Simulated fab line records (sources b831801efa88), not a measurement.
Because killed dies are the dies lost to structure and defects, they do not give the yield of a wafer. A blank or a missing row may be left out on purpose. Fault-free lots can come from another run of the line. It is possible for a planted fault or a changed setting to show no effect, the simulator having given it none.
A struck lot beside a sound one ; flow sky130 ; 13 steps out of a route of 708
Sound: wafers L144.2, L144.3, L144.4. Wafers struck: L136.1, L136.5, L136.6. The cause is named last.
For every step that has rows: the tool of each side, followed by ch and its chambers, followed by its first start. Under that, the readings that differ: sound wafers ; struck wafers ; difference of the means ; sigmas: that difference in standard deviations of wafers without a fault.
alike: same words and numbers on both sides, and readings whose means sit less than 2 such deviations apart. not compared: any withheld reading, any reading some wafer has no value for, any bound like >300 that may hide the same value, and any number with overlapping values for which the record gives no deviation.
A row with sigmas, a row that says differs or no value, or rows on one side alone: a step with any of these is where the two part. When numbers do not overlap yet have no deviation, they are printed without sigmas and do not part them. A reading that every wafer of one side lacks parts them only if that side has two wafers or more.

SKY_FIELD_ISO_BOW_MEAS_00:
  sound: film_metro-02 at day 5 04:01; struck: film_metro-04 at day 3 12:00
  alike: INCOMING_BOW
then, 1 step without rows for these wafers: SKY_FIELD_ISO_OXIDATION_01 (stabilise 600 s, purge 300 s, target thk 12 nm).
SKY_FIELD_ISO_THK_MEAS_02:
  sound: film_metro-04 at day 5 05:38; struck: film_metro-02 at day 3 13:38
  alike: FIELD_ISO_OXIDATION_00_THK
then, 1 step without rows for these wafers: SKY_FIELD_ISO_CVD_03 (deposits Si3N4 from DCS/NH3, target thk 165 nm, time 2830 s).
SKY_FIELD_ISO_THK_MEAS_04:
  sound: film_metro-01 at day 5 08:06; struck: film_metro-01 at day 3 15:29
  alike: FIELD_ISO_CVD_03_THK
then, 6 steps without rows for these wafers: SKY_FIELD_ISO_DEHYDRATE_05 (time 60 s); SKY_FIELD_ISO_HMDS_06 (prime time 60 s); SKY_FIELD_ISO_COAT_07 (resist thk 60 nm); SKY_FIELD_ISO_COAT_08 (resist thk 450 nm); SKY_FIELD_ISO_SOFTBAKE_09 (time 90 s); SKY_FIELD_ISO_EXPOSE_10 (exposes mask FOM, target cd 150 nm).
SKY_FIELD_ISO_PEB_11:
  sound on litho_track-03 ch 0, day 6 02:00; struck on litho_track-01, day 4 06:00
reading;sound;struck;difference;sigmas
exhaust_pa (Pa);46.3 45.2 45.8;- - -;no value on the struck wafers;
  not compared: chill_plate_temp_C
then, 1 step without rows for these wafers: SKY_FIELD_ISO_DEVELOP_12 (develop time 60 s).

## WHERE THEY PART
Within this record, at SKY_FIELD_ISO_PEB_11 only.

WHY: the cause the simulator had injected
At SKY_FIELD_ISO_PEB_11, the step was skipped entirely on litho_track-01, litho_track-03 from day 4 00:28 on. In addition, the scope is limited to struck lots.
